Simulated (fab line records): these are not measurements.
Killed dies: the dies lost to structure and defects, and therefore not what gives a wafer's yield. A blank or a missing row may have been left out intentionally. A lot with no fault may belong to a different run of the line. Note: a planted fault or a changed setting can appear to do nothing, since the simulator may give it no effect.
2 desks looking at one fault || flow gf180mcu || what lay behind the numbers comes last; until then each desk has only its own

TOOL OWNER'S DESK, wet_bench-04
The tool's own readings at GF_STI_WET_ETCH_17 (etches Si3N4 in H3PO4, target depth 45 nm, time 514 s): means of the sampled wafers that have a number, for each lot that ran on this tool. If a lot's mean is further than 4 standard deviations from the usual mean, the lot is out of limits and carries the mark OUT (the distance appears in the brackets).
Columns: A = bath_heat_duty_pct at GF_STI_WET_ETCH_17, usual 25.6 %; B = run_length_s at GF_STI_WET_ETCH_17, usual 540.6 s
{"lot": "L311", "first seen here": "day 3 08:22", "A": 29.3, "B": 541.2}
{"lot": "L319", "first seen here": "day 5 04:44", "A": 25.8, "B": "985.7 (+99 or more) OUT"}
Finding of this desk: L319 out of limits; the first was L319 at day 5 04:44, on run_length_s at GF_STI_WET_ETCH_17. L311 stayed within limits.

THE METROLOGY DESK
Means of the sampled wafers that have a number, per lot and without regard to the tool the lot ran on: this is what the gauges read. If a lot's mean is further than 4 standard deviations from the usual mean, the lot is out of limits and carries the mark OUT (the distance appears in the brackets).
Columns: A = cd_nm at GF_STI_CD_MEAS_12, usual 220.1 nm; B = STI_OXIDATION_01_THK at GF_STI_THK_MEAS_22, usual 15.08 nm; C = STI_CVD_23_THK at GF_STI_THK_MEAS_24, usual 647 nm
{"lot": "L305", "first seen here": "day 2 01:01", "A": 220.0, "B": 15.20, "C": 641}
{"lot": "L311", "first seen here": "day 3 07:58", "A": 218.0, "B": 14.91, "C": 638}
{"lot": "L319", "first seen here": "day 5 04:22", "A": 219.2, "B": 14.88, "C": 642}
{"lot": "L325", "first seen here": "day 6 09:07", "A": 220.9, "B": 15.34, "C": 648}
{"lot": "L326", "first seen here": "day 6 15:01", "A": 220.3, "B": 14.72, "C": 646}
This desk's finding: nothing out of limits on any of the 5 lots.

PUT TOGETHER
An alarm could have come from the tool owner's desk at day 5 04:44, on L319.
At the metrology desk, nothing out of limits was observed.
The metrology desk has L319 on record, within its limits.
All the named lots went through GF_STI_WET_ETCH_17 on wet_bench-04.

WHAT THE SIMULATOR HAD PUT IN
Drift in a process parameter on wet_bench-04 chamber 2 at GF_STI_WET_ETCH_17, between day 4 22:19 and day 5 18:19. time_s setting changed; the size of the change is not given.
Shown lots that were struck: L319.
Hours from the fault's start to each desk's first reading out of limits: the tool owner's desk, 6.
